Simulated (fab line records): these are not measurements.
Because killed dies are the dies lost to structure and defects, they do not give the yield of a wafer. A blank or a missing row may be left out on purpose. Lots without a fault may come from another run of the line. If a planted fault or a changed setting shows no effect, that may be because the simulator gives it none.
Which of the tools did it? -- flow gf180mcu -- Sampling: 6 lots, 18 wafers, 2 of 602 route steps

## WHAT THE GAUGES SHOWED, per wafer
GF_NWELL_OVL_MEAS_07.
lot,measured,on,NWELL_OVL (nm)
L918,day 3 16:31,overlay-01,-1.9 -2.8 -2.7
L921,day 4 11:10,overlay-02,-0.2 0.2 -0.3
L924,day 5 01:29,overlay-02,-1.5 -1.8 1.4
L929,day 6 04:02,overlay-01,-1.0 -0.7 -1.0
L932,day 6 22:43,overlay-02,- - -
L935,day 7 16:28,overlay-02,-0.7 -1.2 -2.1

## WHICH TOOL RAN EACH LOT (tool, then ch and the chambers of the sampled wafers, then the start)
lot,GF_NWELL_COAT_02
L918,"litho_track-03 ch 0, day 3 09:56"
L921,"litho_track-04 ch 0, day 4 04:40"
L924,"litho_track-02 ch 0, day 4 18:10"
L929,"litho_track-02 ch 0, day 5 20:28"
L932,"litho_track-02, day 6 14:38"
L935,"litho_track-04 ch 0, day 7 08:14"
- GF_NWELL_COAT_02: resist thk 3021 nm.

## THE ANSWER, worked out from the rows above alone
Rule: what is usual is taken from the lots themselves. Put in order of their means at a reading, lots are off if they are a third of the lots or fewer, leave a main group of 4 or more, and stand apart from it by a gap of 3 or more times the standard deviation of the main group's means; of several such gaps the widest counts. A main group whose means are all the same, to the digits that the tables above print for the reading, isn't used. A lot without any number at a reading at which 4 lots or more have one is off too. Any other lot the step has rows for is counted as sound.
Off: L932, at GF_NWELL_OVL_MEAS_07 (NWELL_OVL). Without a number there: L932. For the main group the mean is -1.1 nm and the standard deviation 0.8.
If a tool, at a process step before that reading, ran all the lots that are off and no sound lot after the first of them, it fits. Those tools and the gauges at GF_NWELL_OVL_MEAS_07 are tried in the same way. One candidate fits, namely litho_track-02 at GF_NWELL_COAT_02. Its last sound lot is L929 (day 5 20:28), its first lot that is off L932 (day 6 14:38): a fault that began between those two fits.

## WHAT THE SIMULATOR HAD PUT IN
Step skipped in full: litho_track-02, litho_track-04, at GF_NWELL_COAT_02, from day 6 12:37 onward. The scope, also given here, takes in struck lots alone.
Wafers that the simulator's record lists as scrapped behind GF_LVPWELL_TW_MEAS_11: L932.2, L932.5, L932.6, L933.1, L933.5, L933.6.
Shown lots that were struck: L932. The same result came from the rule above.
